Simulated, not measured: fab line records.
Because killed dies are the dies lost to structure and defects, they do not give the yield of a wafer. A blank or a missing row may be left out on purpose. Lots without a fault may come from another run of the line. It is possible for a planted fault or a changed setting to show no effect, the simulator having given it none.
Which tool is to blame? | flow sky130 | 14 lots with 42 wafers sampled at 4 steps, on a route of 708 steps

== WHAT THE GAUGES READ, wafer by wafer ==
SKY_METAL3_OVL_MEAS_14. Usual: for METAL3_OVL the level is 5 nm and the standard deviation is 5.6.
lot  | measured     | on         | METAL3_OVL (nm) | flag
L670 | day 38 22:26 | overlay-02 | 8 -2 4          |
L671 | day 38 23:52 | overlay-01 | 3 4 11          |
L672 | day 39 05:56 | overlay-01 | 0 1 3           |
L673 | day 39 16:34 | overlay-02 | 1 -2 1          |
L676 | day 40 07:53 | overlay-01 | 7 10 7          |
L680 | day 41 14:57 | overlay-01 | 9 9 8           |
L684 | day 43 18:41 | overlay-01 | 3 1 4           |
L686 | day 43 18:43 | overlay-02 | -4 -8 0         |
L688 | day 43 21:24 | overlay-02 | 17 9 14         |
L689 | day 43 23:02 | overlay-02 | 9 2 0           |
L690 | day 44 02:57 | overlay-02 | 3 -1 4          |
L691 | day 44 20:32 | overlay-02 | 3 -1 2          |
L692 | day 44 23:45 | overlay-01 | 2 -3 4          |
L693 | day 45 06:52 | overlay-02 | 5 16 4          |

SKY_VIA3_OVL_MEAS_13. Usual: for VIA3_OVL the level is -2 nm and the standard deviation is 5.5.
lot  | measured     | on         | VIA3_OVL (nm) | flag
L670 | day 40 00:08 | overlay-02 | -1 9 -1       |
L671 | day 40 01:59 | overlay-01 | -4 -4 -2      |
L672 | day 40 07:26 | overlay-02 | 14 1 4        |
L673 | day 40 18:26 | overlay-01 | 3 1 0         |
L676 | day 41 09:52 | overlay-02 | -5 0 -7       |
L680 | day 42 16:56 | overlay-02 | -5 0 0        |
L684 | day 44 19:07 | overlay-01 | -14 -5 -10    |
L686 | day 44 19:28 | overlay-01 | -2 9 -1       |
L688 | day 44 21:26 | overlay-02 | -2 0 -9       |
L689 | day 44 22:52 | overlay-01 | -3 -10 7      |
L690 | day 45 02:41 | overlay-02 | -1 8 -3       |
L691 | day 45 20:14 | overlay-02 | -13 -10 -4    |
L692 | day 45 23:14 | overlay-02 | 4 -1 1        |
L693 | day 46 06:23 | overlay-02 | -1 -2 -5      |

== WHICH TOOL RAN EACH LOT (tool, then ch and the chambers of the sampled wafers, then the start) ==
lot  | SKY_METAL3_SPUTTER_02        | SKY_VIA3_SOFTBAKE_08
L670 | pvd_sputter-02, day 36 18:28 | litho_track-03 ch 0, day 39 12:00
L671 | pvd_sputter-04, day 36 20:05 | litho_track-02 ch 0, day 39 13:00
L672 | pvd_sputter-04, day 37 01:32 | litho_track-04 ch 0, day 39 19:00
L673 | pvd_sputter-04, day 37 12:26 | litho_track-03 ch 0, day 40 06:00
L676 | pvd_sputter-03, day 38 05:02 | litho_track-03 ch 0, day 40 20:00
L680 | pvd_sputter-03, day 39 12:48 | litho_track-03 ch 0, day 42 04:00
L684 | pvd_sputter-04, day 41 18:02 | litho_track-02 ch 0, day 44 07:00
L686 | pvd_sputter-04, day 41 18:20 | litho_track-03 ch 0, day 44 07:00
L688 | pvd_sputter-04, day 41 20:53 | litho_track-04 ch 0, day 44 10:00
L689 | pvd_sputter-04, day 41 23:46 | litho_track-03 ch 0, day 44 12:00
L690 | pvd_sputter-02, day 42 04:05 | litho_track-03 ch 0, day 44 16:00
L691 | pvd_sputter-02, day 42 20:23 | litho_track-04 ch 0, day 45 08:00
L692 | pvd_sputter-04, day 43 01:43 | litho_track-04 ch 0, day 45 13:00
L693 | pvd_sputter-03, day 43 09:26 | litho_track-02 ch 0, day 45 20:00
- SKY_METAL3_SPUTTER_02: material AlCu, target thk 735 nm, time 39.1 s.
- SKY_VIA3_SOFTBAKE_08: time 90 s.

== AS READ BY THE TOOLS THEMSELVES (means over the sampled wafers that have a number; for cases with no such wafer, the mark the record gives instead) ==
SKY_METAL3_SPUTTER_02. Usual: 29.6 % for throttle_valve_pct, sd 0.7.
lot  | tool           | throttle_valve_pct (%) | flag
L670 | pvd_sputter-02 | 30.3                   |
L671 | pvd_sputter-04 | 29.4                   |
L672 | pvd_sputter-04 | 29.1                   |
L673 | pvd_sputter-04 | 29.6                   |
L676 | pvd_sputter-03 | 28.9                   |
L680 | pvd_sputter-03 | 29.2                   |
L684 | pvd_sputter-04 | 29.5                   |
L686 | pvd_sputter-04 | 29.5                   |
L688 | pvd_sputter-04 | 29.5                   |
L689 | pvd_sputter-04 | 29.6                   |
L690 | pvd_sputter-02 | 30.7                   |
L691 | pvd_sputter-02 | 30.1                   |
L692 | pvd_sputter-04 | 29.2                   |
L693 | pvd_sputter-03 | 29.2                   |

SKY_VIA3_SOFTBAKE_08. Usual: exhaust_pa 45.0 Pa, standard deviation 0.85; heater_power_total_W 57.36 W, standard deviation 0.11; plate_temp_C 100.01 C, standard deviation 0.14.
lot  | tool           | exhaust_pa (Pa) | heater_power_total_W (W) | plate_temp_C (C) | flag
L670 | litho_track-03 | 45.5            | 57.28                    | 100.09           |
L671 | litho_track-02 | 44.5            | 57.30                    | 100.09           |
L672 | litho_track-04 | 46.3            | 57.50                    | 99.83            |
L673 | litho_track-03 | 45.4            | 57.24                    | 99.99            |
L676 | litho_track-03 | 46.2            | 61.64                    | 105.59           | OFF
L680 | litho_track-03 | 44.8            | 61.84                    | 105.43           | OFF
L684 | litho_track-02 | 44.5            | 57.44                    | 100.00           |
L686 | litho_track-03 | 44.9            | 57.22                    | 100.10           |
L688 | litho_track-04 | 46.1            | 57.35                    | 99.99            |
L689 | litho_track-03 | 44.3            | 57.29                    | 99.94            |
L690 | litho_track-03 | 45.7            | 57.41                    | 99.93            |
L691 | litho_track-04 | 44.8            | 57.37                    | 99.91            |
L692 | litho_track-04 | 44.4            | 57.38                    | 100.21           |
L693 | litho_track-02 | 43.6            | 57.36                    | 100.16           |

== THE ANSWER, worked out from the rows above alone ==
Rule: lot off if the mean of its wafers having a number is beyond 3 standard deviations from the usual mean. Also off: a lot with no number at a reading for which 4 or more lots have one. Where the step has rows for the other lots, those lots are counted as sound. After the gauges, taken in route order, come the tools' own readings; for these a lot's mean is taken, as printed above. The first step at which some lot is off is used, and at that step the reading that is off furthest; a lot without a number counts as furthest.
Off, at SKY_VIA3_SOFTBAKE_08 on heater_power_total_W: L676, L680.
If a tool, at that step or one of the process steps before it, ran each lot that is off and ran no sound lot following the first of them, it fits. None of those tried fits.

== WHAT WAS PUT IN BY THE SIMULATOR ==
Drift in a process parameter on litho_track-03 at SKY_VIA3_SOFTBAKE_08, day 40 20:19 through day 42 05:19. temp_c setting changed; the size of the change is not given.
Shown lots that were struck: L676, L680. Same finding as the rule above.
